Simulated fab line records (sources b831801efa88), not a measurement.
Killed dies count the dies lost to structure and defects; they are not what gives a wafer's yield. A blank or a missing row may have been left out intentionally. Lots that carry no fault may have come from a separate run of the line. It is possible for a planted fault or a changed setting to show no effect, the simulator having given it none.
8D (eight disciplines) problem report, filled in by code    flow gf180mcu    the parts of the form that need people (team, actions taken, sign-off) are left out

== 1. WHAT IS WRONG ==
Wafers free of any fault read 573.3 (standard deviation 2.7) for HV_LDD_4_TW at GF_HV_LDD_TW_MEAS_50, against a mean of 516.5 on 3 wafers of 3 lots. That is -21 standard deviations from the usual mean.
First observed at day 14 14:03: wafer L613.3, on filmMetro-04. Wafers with a number at this step in the record: 43, from 15 lots. Rule for "out", or "out of limits": more than 4 standard deviations from the usual mean. All remaining wafers that have a number are taken as sound.

== 2. WHAT IT IS; WHAT IT IS NOT ==
question                     is                          is not
which readings at this step  HV_LDD_4_TW                 -
which lots                   L613, L616, L617            L607, L608, L609, L610, L612, L623, L624, L625, L626, L627, L628, L629
which wafers of those lots   L613.3, L616.3, L617.3      L613.4, L613.6, L616.4, L617.4
read on which gauges         filmMetro-02, filmMetro-04  filmMetro-01
when                         from day 14 14:03           up to then (17 sound wafers); but 23 sound wafers of L616, L617, L623, L624, L625, L626, L627, L628, L629 came after

== 3. WHAT RULES OUT EACH SUSPECT ==
Counting: any tool at a process step up to the reading remains a suspect provided it ran every lot that is out. Sound lots after the first of them don't rule it out here, since some wafers of a struck lot are sound.
- the gauge at GF_HV_LDD_TW_MEAS_50: ruled out. The wafers that are out were read on 2 gauges (filmMetro-02, filmMetro-04).
- implanter-01 at GF_HV_LDD_IMPLANT_48: kept. It ran every lot that is out, first L613 (day 14 13:50); its last sound lot up to then is L612 (day 14 05:03).
Left after counting: implanter-01 at GF_HV_LDD_IMPLANT_48.

== 4. THE CAUSE (what the simulator had put in) ==
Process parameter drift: implanter-01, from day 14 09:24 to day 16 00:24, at GF_HV_LDD_IMPLANT_48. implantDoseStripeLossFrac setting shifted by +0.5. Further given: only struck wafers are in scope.
Only this tool survived the counting.

== 5. THE CHAIN OF EFFECTS, in route order ==
One row per reading whose mean, taken over the struck wafers that have a number, lies over 3 standard deviations from the usual. Only readings whose record carries a usual standard deviation are examined. hours: median over the lots of the time between each lot's start at the first step of this table that gives one and its start at this step. sigmas: the change, counted in usual standard deviations.
hours  step                  reading      usual  on struck wafers  change  sigmas
0      GF_HV_LDD_TW_MEAS_50  HV_LDD_4_TW  573.3  516.5             -56.8   -21
Later steps that measure or inspect, where all struck wafers having a row at the step show a number for every such reading and not one has moved that far: GF_M2_CD_MEAS_14, GF_M2_OVL_MEAS_15.

== 6. WHAT WOULD HAVE CAUGHT IT SOONER ==
The first out-of-limits reading at a measuring or inspecting step in this record came at day 14 14:03, 5 hours after the fault's start at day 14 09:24.
Of the lots that are out (3), L616, L617 began GF_HV_LDD_IMPLANT_48 on implanter-01 after day 14 14:03. A hold on the tool at that time would have spared those 2.
